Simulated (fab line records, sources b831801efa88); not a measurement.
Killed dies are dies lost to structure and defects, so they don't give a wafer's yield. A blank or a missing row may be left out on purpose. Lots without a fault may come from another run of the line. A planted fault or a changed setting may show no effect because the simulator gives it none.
Split-lot experiment | flow sky130 | 5 lots, 23 wafers read, on a route of 708 steps

THE SPLIT
At SKY_METAL5_SPUTTER_04 (material TiN, target thk 70 nm, time 58.3 s), the setting power_w was moved away from the recipe's 6500 W on 5 of the 23 wafers read, by -8.0% to +7.6%. The other wafers ran this setting at the recipe's value.

The reading is taken at the split's own step.

THE READING
TiN_of_METAL5_SPUTTER_04.thk_nm (the simulator's own value, which no gauge read), in nm, at SKY_METAL5_SPUTTER_04 (material TiN, target thk 70 nm, time 58.3 s). The file gives no usual value for it. The 18 wafers here that ran the recipe average 69.49 nm, standard deviation 0.8 nm.

wafer  | tool, chamber at the split | power_w as run, W | against the recipe | TiN_of_METAL5_SPUTTER_04.thk_nm, nm | against lot-mates on the recipe
L074.1 | pvd_sputter-03, -          | 5983              | -8.0%              | 64.19                               | -5.43
L074.2 | pvd_sputter-03, -          | 5983              | -8.0%              | 63.39                               | -6.23
L074.4 | pvd_sputter-03, -          | 6500              | recipe             | 69.27                               | -
L074.5 | pvd_sputter-03, -          | 6500              | recipe             | 69.97                               | -
L074.6 | pvd_sputter-03, -          | 6500              | recipe             | 69.61                               | -
L078.1 | pvd_sputter-02, -          | 6500              | recipe             | 70.52                               | -
L078.2 | pvd_sputter-02, -          | 6500              | recipe             | 70.26                               | -
L078.3 | pvd_sputter-02, -          | 6500              | recipe             | 70.89                               | -
L078.5 | pvd_sputter-02, -          | 6500              | recipe             | 69.68                               | -
L078.6 | pvd_sputter-02, -          | 6500              | recipe             | 71.46                               | -
L080.1 | pvd_sputter-03, -          | 6500              | recipe             | 68.99                               | -
L080.3 | pvd_sputter-03, -          | 6500              | recipe             | 68.87                               | -
L080.6 | pvd_sputter-03, -          | 6500              | recipe             | 68.86                               | -
L082.1 | pvd_sputter-03, -          | 6500              | recipe             | 68.87                               | -
L082.3 | pvd_sputter-03, -          | 6500              | recipe             | 69.22                               | -
L082.4 | pvd_sputter-03, -          | 6500              | recipe             | 68.88                               | -
L082.5 | pvd_sputter-03, -          | 6500              | recipe             | 69.03                               | -
L082.6 | pvd_sputter-03, -          | 6500              | recipe             | 68.8                                | -
L085.1 | pvd_sputter-03, -          | 6992              | +7.6%              | 74.14                               | +5.33
L085.2 | pvd_sputter-03, -          | 6500              | recipe             | 69.07                               | -
L085.4 | pvd_sputter-03, -          | 6992              | +7.6%              | 74.47                               | +5.66
L085.5 | pvd_sputter-03, -          | 6500              | recipe             | 68.56                               | -
L085.6 | pvd_sputter-03, -          | 6992              | +7.6%              | 74.89                               | +6.08

THE FIT
A straight line over all 23 wafers: TiN_of_METAL5_SPUTTER_04.thk_nm changes by +0.686 nm for each +1% of power_w; r = +0.96; the points scatter about the line by 0.76 nm.
The same after taking each lot's own level away (the mean of its wafers on the recipe; 23 wafers): +0.743 nm for each +1%; r = +0.99; scatter 0.37 nm.
On that fit, the largest move of power_w shifts the reading by 5.9 nm.
The lots' own levels span 68.815 to 70.562 nm, that is 2.2 times the standard deviation above.
So the lot-to-lot level changes the slope little: the two slopes agree.
Check: with one of the wafers moved furthest among these (-8.0%) left out of the fit, the line predicts -6.07 nm for it against its lot-mates. It came out at -5.43 nm against them.

OTHER SPLITS ON THESE WAFERS
These wafers also went through other splits before the reading. Each is held against what the fit with the lots' levels taken away leaves over:
other split on the same wafers         | wafers away from the commonest value | r with TiN_of_METAL5_SPUTTER_04.thk_nm (lot level and that fit taken away)
SKY_METAL3_EXPOSE_10 dose_mj           | 5                                    | +0.19
SKY_METAL3_METAL_ETCH_18 bias_w        | 8                                    | +0.03
SKY_VIA3_COAT_07 spin_rpm              | 4                                    | -0.16
SKY_METAL4_SPUTTER_02 power_w          | 11                                   | +0.07
SKY_CAP2M_COAT_07 resist_thk_nm        | 6                                    | +0.09
SKY_CAP2M_METAL_ETCH_13 pressure_mtorr | 10                                   | -0.04
SKY_METAL4_ETCH_17 source_w            | 7                                    | +0.08
SKY_VIA4_CMP_02 leave_above_ref_nm     | 10                                   | +0.13
SKY_VIA4_DEVELOP_10 develop_time_s     | 9                                    | -0.26

THE FILE'S OWN FIT
TiN_of_METAL5_SPUTTER_04.thk_nm changes by +0.741 nm for each +1% of power_w, r = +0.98.
